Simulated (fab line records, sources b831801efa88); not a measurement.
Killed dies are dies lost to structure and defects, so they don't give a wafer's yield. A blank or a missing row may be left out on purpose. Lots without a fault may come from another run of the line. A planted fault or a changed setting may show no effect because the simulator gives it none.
Which tool did it? | flow sky130 | 6 lots, 18 wafers sampled, at 3 steps of a route of 708

WHAT THE GAUGES READ, wafer by wafer
SKY_SONOS_TUNNEL_CD_MEAS_07: target cd 410 nm.
lot  | measured     | on        | cd_nm (nm)
L655 | day 11 19:19 | cd_sem-01 | 411.3 411.8 410.7
L660 | day 13 11:52 | cd_sem-02 | 411.9 409.2 412.3
L664 | day 14 17:03 | cd_sem-01 | - - -
L666 | day 15 07:46 | cd_sem-02 | - - -
L672 | day 17 05:31 | cd_sem-02 | 408.1 408.7 410.1
L675 | day 18 07:44 | cd_sem-02 | 411.0 408.8 407.8

WHICH TOOL RAN EACH LOT (tool, then ch and the chambers of the sampled wafers, then the start)
lot  | SKY_NWELL_RTA_28                 | SKY_SONOS_TUNNEL_COAT_02
L655 | rtp_anneal-02 ch 0, day 5 15:15  | litho_track-01 ch 0, day 11 07:07
L660 | rtp_anneal-02 ch 0, day 7 00:25  | litho_track-01 ch 0, day 12 23:13
L664 | rtp_anneal-01 ch 0, day 7 21:56  | litho_track-01, day 14 03:49
L666 | rtp_anneal-01 ch 0, day 8 08:04  | litho_track-01, day 14 17:52
L672 | rtp_anneal-02 ch 0, day 9 19:44  | litho_track-03 ch 0, day 16 14:48
L675 | rtp_anneal-02 ch 0, day 10 13:58 | litho_track-03 ch 0, day 17 17:02
- SKY_NWELL_RTA_28: time 30 s.
- SKY_SONOS_TUNNEL_COAT_02: resist thk 1140 nm.

THE ANSWER, worked out from the rows above alone
Rule: what is usual is taken from the lots themselves. Put in order of their means at a reading, lots are off if they are a third of the lots or fewer, leave a main group of 4 or more, and stand apart from it by a gap of 3 or more times the standard deviation of the main group's means; of several such gaps the widest counts. A main group whose means are all the same, to the digits that the tables above print for the reading, isn't used. A lot without any number at a reading at which 4 lots or more have one is off too. The other lots that the step has rows for count as sound.
Off: L664, L666, at SKY_SONOS_TUNNEL_CD_MEAS_07 (cd_nm). Without a number there: L664, L666. The main group: mean 410.1 nm, standard deviation 1.1.
A tool fits if, at a process step before that reading, it ran every lot that is off, and no sound lot after the first of them. The gauges at SKY_SONOS_TUNNEL_CD_MEAS_07 are tried like those tools. Can't be told from this: 2 tools fit, rtp_anneal-01 at SKY_NWELL_RTA_28, litho_track-01 at SKY_SONOS_TUNNEL_COAT_02.

WHAT THE SIMULATOR HAD PUT IN
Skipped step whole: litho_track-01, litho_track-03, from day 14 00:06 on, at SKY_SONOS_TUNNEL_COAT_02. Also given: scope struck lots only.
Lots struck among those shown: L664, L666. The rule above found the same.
